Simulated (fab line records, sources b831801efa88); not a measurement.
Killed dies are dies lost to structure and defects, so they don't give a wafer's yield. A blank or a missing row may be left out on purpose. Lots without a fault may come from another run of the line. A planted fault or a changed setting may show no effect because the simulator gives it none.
fab line records | flow gf180mcu
record lots=12 wafers=36 last_day=34
route steps=602 shown NSD@239 M1@316 V1@349
lots that met no fault: from a run of the same line without faults
start_h: hours from the record's first day to the start of the lot's first wafer shown | wait_h: hours since the lot's step before | " the same as in the row above | L1.1+2: a row that stands for several wafers | - no value, or no start given | * or withheld: withheld | < > ~ a bound
route shown NAME@n: a module of which the file shows steps, and the number in the route of the first | usual: mean/standard deviation of fault-free wafers | same: alike in all rows | chamber/n: place in a boat | sites: the reading at each site | _std_site: their standard deviation | _edge_site: outer sites' mean less inner sites' | radius_mm: how far each site lies from the wafer's centre | mask NAME#n: copy n | behind: the tool/chamber that last shaped the wafer | hold: why the lot was held/for how many hours/how that ended | device: the transistor (n, p or np) that didn't switch | end of line: the same wafers' tests at the end of the route | a step without rows: its recipe alone | killed: dies lost to structure and defects at the first sort, not the wafer's yield | map: a wafer's dies, x killed, . not, _ none there
set.NAME: the setting as run; set.NAME@STEP: as run at that earlier step | model.NAME: the simulator's own value behind a step, which no gauge read
steps of the route over a sample of lots; a table a step, a row a wafer
services: from which hour (start_h, from the record's first day; less than 0 if before it) a tool's chamber was out of use, for how many hours, and why
## steps
# step GF_NSD_EXPOSE_04
# recipe mask_id=Nplus target_cd_nm=400 na=0.6 source_shape=conventional sigma_outer=0.6 dose_mj=140
# usual exposure_dose_mJ_cm2=140.04/0.14 stage_vel_mm_s=499.99/0.27
# columns lot.wafer tool chamber start_h wait_h mask exposure_dose_mJ_cm2 stage_vel_mm_s
L984.3 iline_stepper-02 0 291.25 - Nplus#0 139.89 500.14
L984.5 " 0 " " Nplus#0 139.92 500.35
L984.6 " 0 " " Nplus#0 139.74 500.44
L985.1 iline_stepper-01 0 303.33 - Nplus#0 139.83 500.06
L985.2 " 0 " " Nplus#0 140.09 499.88
L985.3 " 0 " " Nplus#0 140.03 499.41
L986.1 iline_stepper-02 0 315.36 - Nplus#0 140.09 500.06
L986.2 " 0 " " Nplus#0 140.04 499.85
L986.3 " 0 " " Nplus#0 140.22 499.84
L990.3 iline_stepper-02 0 341.61 - Nplus#0 134.26 500.15
L990.5 " 0 " " Nplus#0 133.97 500.29
L990.6 " 0 " " Nplus#0 134.04 499.72
L995.2 iline_stepper-02 0 378.68 - Nplus#0 135.10 500.29
L995.3 " 0 " " Nplus#0 135.21 500.35
L995.5 " 0 " " Nplus#0 135.29 500.02
L997.4 iline_stepper-01 0 391.77 - Nplus#0 139.96 500.06
L997.5 " 0 " " Nplus#0 140.13 499.77
L997.6 " 0 " " Nplus#0 140.11 499.88
L100.4 iline_stepper-01 0 421.38 - Nplus#0 139.84 499.86
L100.5 " 0 " " Nplus#0 140.01 499.97
L100.6 " 0 " " Nplus#0 139.96 499.79
L101.1 iline_stepper-01 0 428.08 - Nplus#0 139.89 500.23
L101.4 " 0 " " Nplus#0 139.90 500.06
L101.5 " 0 " " Nplus#0 140.17 499.88
L102.2 iline_stepper-01 0 431.55 - Nplus#0 140.15 499.73
L102.4 " 0 " " Nplus#0 140.09 499.71
L102.5 " 0 " " Nplus#0 140.17 499.44
L103.4 iline_stepper-01 0 443.19 - Nplus#0 139.89 499.51
L103.5 " 0 " " Nplus#0 139.90 499.65
L103.6 " 0 " " Nplus#0 139.75 500.01
L105.3 iline_stepper-01 0 453.20 - Nplus#0 140.14 499.78
L105.5 " 0 " " Nplus#0 140.16 500.03
L105.6 " 0 " " Nplus#0 140.00 499.95
L107.4 iline_stepper-01 0 461.57 - Nplus#0 140.13 500.24
L107.5 " 0 " " Nplus#0 140.01 500.13
L107.6 " 0 " " Nplus#0 140.13 500.07
# step GF_NSD_CD_MEAS_07
# recipe target_cd_nm=400
# usual cd_nm=400.1/2.1
# columns lot.wafer tool chamber start_h wait_h cd_nm
L984.3 cd_sem-01 - 301.12 0.1 400.0
L984.5 " - " " 402.2
L984.6 " - " " 401.0
L985.1 cd_sem-02 - 313.05 0.1 402.3
L985.2 " - " " 400.2
L985.3 " - " " 401.9
L986.1 cd_sem-01 - 325.65 0.1 404.4
L986.2 " - " " 404.0
L986.3 " - " " 400.7
L990.3 cd_sem-02 - 352.04 0.1 386.8
L990.5 " - " " 389.3
L990.6 " - " " 389.1
L995.2 cd_sem-02 - 389.80 0.1 387.4
L995.3 " - " " 386.8
L995.5 " - " " 392.4
L997.4 cd_sem-02 - 403.04 0.1 396.8
L997.5 " - " " 398.3
L997.6 " - " " 398.4
L100.4 cd_sem-02 - 433.66 0.1 398.4
L100.5 " - " " 399.6
L100.6 " - " " 398.3
L101.1 cd_sem-01 - 439.90 0.1 400.0
L101.4 " - " " 396.9
L101.5 " - " " 397.4
L102.2 cd_sem-01 - 443.45 0.1 398.7
L102.4 " - " " 397.7
L102.5 " - " " 398.2
L103.4 cd_sem-02 - 455.36 0.1 400.1
L103.5 " - " " 399.4
L103.6 " - " " 399.1
L105.3 cd_sem-02 - 464.82 0.1 400.9
L105.5 " - " " 400.0
L105.6 " - " " 400.2
L107.4 cd_sem-02 - 473.39 0.1 400.1
L107.5 " - " " 400.1
L107.6 " - " " 397.7
# step GF_M1_SPUTTER_01
# recipe material=TiN target_thk_nm=30 power_w=6500 time_s=25 chamber_pressure_pa=0.4
# usual throttle_valve_pct=30.1/1.2
# columns lot.wafer tool chamber start_h wait_h throttle_valve_pct
L984.3 pvd_sputter-02 - 369.29 0.1 32.4
L984.5 " - " " 32.4
L984.6 " - " " 30.5
L985.1 pvd_sputter-04 - 383.38 0.1 29.1
L985.2 " - " " 30.0
L985.3 " - " " 28.3
L986.1 pvd_sputter-01 - 395.93 0.1 29.1
L986.2 " - " " 29.8
L986.3 " - " " 31.5
L990.3 pvd_sputter-01 - 425.06 0.1 31.4
L990.5 " - " " 30.3
L990.6 " - " " 30.2
L995.2 pvd_sputter-02 - 465.57 0.1 31.2
L995.3 " - " " 30.8
L995.5 " - " " 31.0
L997.4 pvd_sputter-02 - 479.13 0.1 32.6
L997.5 " - " " 30.7
L997.6 " - " " 31.7
L100.4 pvd_sputter-02 - 509.48 0.1 30.6
L100.5 " - " " 30.5
L100.6 " - " " 31.4
L101.1 pvd_sputter-02 - 515.07 0.1 31.7
L101.4 " - " " 30.8
L101.5 " - " " 30.9
L102.2 pvd_sputter-04 - 518.63 0.1 28.2
L102.4 " - " " 28.9
L102.5 " - " " 28.2
L103.4 pvd_sputter-04 - 531.14 0.1 28.2
L103.5 " - " " 28.7
L103.6 " - " " 28.4
L105.3 pvd_sputter-02 - 538.73 0.1 32.5
L105.5 " - " " 30.5
L105.6 " - " " 31.6
L107.4 pvd_sputter-04 - 545.73 0.1 30.0
L107.5 " - " " 28.7
L107.6 " - " " 28.3
# step GF_V1_CD_MEAS_14
# recipe target_cd_nm=260
# usual cd_nm=259.5/1.2
# columns lot.wafer tool chamber start_h wait_h cd_nm
L984.3 cd_sem-02 - 417.64 0.2 259.8
L984.5 " - " " 259.2
L984.6 " - " " 260.1
L985.1 cd_sem-02 - 431.30 0.1 261.9
L985.2 " - " " 260.9
L985.3 " - " " 261.2
L986.1 cd_sem-02 - 443.65 0.1 259.2
L986.2 " - " " 259.0
L986.3 " - " " 260.0
L990.3 cd_sem-02 - 474.27 0.1 259.3
L990.5 " - " " 259.5
L990.6 " - " " 260.2
L995.2 cd_sem-01 - 514.05 0.1 260.6
L995.3 " - " " 261.1
L995.5 " - " " 261.1
L997.4 cd_sem-01 - 528.14 0.1 260.3
L997.5 " - " " 260.5
L997.6 " - " " 259.9
L100.4 cd_sem-02 - 557.26 0.1 261.3
L100.5 " - " " 261.1
L100.6 " - " " 260.6
L101.1 cd_sem-01 - 562.83 0.1 260.7
L101.4 " - " " 259.0
L101.5 " - " " 260.0
L102.2 cd_sem-01 - 564.35 0.1 259.9
L102.4 " - " " 261.2
L102.5 " - " " 259.1
L103.4 cd_sem-02 - 576.81 0.1 258.5
L103.5 " - " " 258.2
L103.6 " - " " 257.6
L105.3 cd_sem-01 - 584.29 0.1 260.1
L105.5 " - " " 261.4
L105.6 " - " " 260.3
L107.4 cd_sem-02 - 590.59 0.1 257.9
L107.5 " - " " 257.6
L107.6 " - " " 259.2
# step GF_V1_CMP_26
# recipe stop_on=SiO2 down_force_psi=3.5 platen_rpm=60 t_overpolish_s=15 target_thk_nm=0 pad_velocity_m_s=0.94248
# usual motor_current_A=10.8/1 overpolish_run_s=15.001/0.0094 time_to_endpoint_s=87/3.6
# columns lot.wafer tool chamber start_h wait_h motor_current_A overpolish_run_s time_to_endpoint_s
L984.3 cmp-01 2 418.91 0.1 12.4 14.992 84
L984.6 " 0 " " 10.4 14.994 84
L984.5 " 1 " " 11.4 15.009 85
L985.3 cmp-01 2 432.57 0.1 11.5 15.010 86
L985.1 " 3 " " 10.7 15.012 85
L985.2 " 1 " " 10.7 14.999 87
L986.2 cmp-02 3 444.89 0.0 9.7 14.995 90
L986.1 " 0 " " 11.6 14.999 94
L986.3 " 2 " " 12.1 14.995 87
L990.3 cmp-02 1 475.59 0.2 10.1 14.993 82
L990.5 " 2 " " 11.9 15.005 85
L990.6 " 3 " " 9.2 14.995 91
L995.2 cmp-02 2 515.29 0.1 12.8 15.012 86
L995.3 " 0 " " 11.6 14.982 88
L995.5 " 2 " " 12.5 15.000 83
L997.4 cmp-01 2 529.44 0.2 12.0 14.992 88
L997.5 " 3 " " 10.7 15.009 89
L997.6 " 0 " " 9.5 15.001 83
L100.4 cmp-01 2 558.56 0.2 12.0 14.984 83
L100.5 " 3 " " 11.0 15.010 82
L100.6 " 0 " " 10.2 15.006 80
L101.4 cmp-02 1 564.04 0.0 10.5 15.001 83
L101.1 " 2 " " 12.1 15.004 85
L101.5 " 2 " " 11.8 15.008 85
L102.4 cmp-02 1 565.54 0.0 10.2 14.997 83
L102.2 " 2 " " 12.0 15.022 88
L102.5 " 2 " " 12.2 15.002 83
L103.4 cmp-01 3 578.05 0.1 10.3 15.001 83
L103.5 " 2 " " 12.1 15.010 85
L103.6 " 3 " " 11.0 15.007 87
L105.3 cmp-02 2 585.85 0.1 12.8 15.001 89
L105.5 " 1 " " 10.1 15.000 88
L105.6 " 2 " " 12.3 15.001 87
L107.4 cmp-01 0 591.85 0.1 9.8 14.995 83
L107.5 " 2 " " 12.1 14.995 87
L107.6 " 3 " " 11.1 14.985 84
## services
# columns tool chamber start_h hours kind
cmp-02 - 267.97 5.8 repair
iline_stepper-01 - 307.61 1.6 repair
pvd_sputter-02 - 311.39 10.2 repair
iline_stepper-01 - 317.50 7.4 repair
cmp-01 - 326.21 2.2 repair
iline_stepper-01 - 340.50 2.1 repair
pvd_sputter-02 - 348.01 1.9 repair
cmp-01 - 380.81 0.2 repair
cmp-02 - 395.36 11.5 repair
cmp-02 - 406.89 4.0 pm
pvd_sputter-04 - 425.06 2.2 repair
cmp-02 - 428.24 7.9 pm
cmp-01 - 436.16 4.2 pm
cmp-02 - 436.51 1.5 repair
iline_stepper-02 - 443.78 1.7 pm
iline_stepper-01 - 477.20 1.7 pm
cmp-01 - 484.59 4.4 repair
cmp-01 - 489.54 0.8 repair
cmp-02 - 495.87 0.3 repair
pvd_sputter-02 - 502.56 5.7 repair
pvd_sputter-02 - 518.42 1.9 repair
pvd_sputter-02 - 553.70 1.5 repair
cmp-01 - 562.56 1.8 repair
cmp-01 - 582.82 4.0 pm
## key
first_sign step=GF_NSD_EXPOSE_04 reading=exposure_dose_mJ_cm2 direction=down sigmas=39 usual=140.04 struck=134.65
effect step=GF_NSD_CD_MEAS_07 reading=cd_nm direction=down sigmas=5.5 usual=400.1 struck=388.6 through=control_loop
met_at GF_NSD_EXPOSE_04
struck_lots L990,L995
tester_left_out L990,L995
loop_trim step=GF_NSD_EXPOSE_04 setting=dose lots=L995
not_acting_at GF_M1_SPUTTER_01,GF_V1_CD_MEAS_14,GF_V1_CMP_26
onset_between 315.36 341.61
fault kind=process_parameter_drift tool=iline_stepper-02 chamber=- onset_h=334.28 steps=GF_NSD_EXPOSE_04 channel=dose_mj offset=-5.9533 shape=step acts_in=these_recipes_only stated=140
# tester_left_out: of these lots the tester's yield and bins aren't shown, on N5 and GAA mostly nor the transistor test; their killed dies are dies lost to structure and defects alone, not to doping, threshold or leakage, so they don't give the yield
# loop_trim: a control loop set the setting to another value than it would have without faults
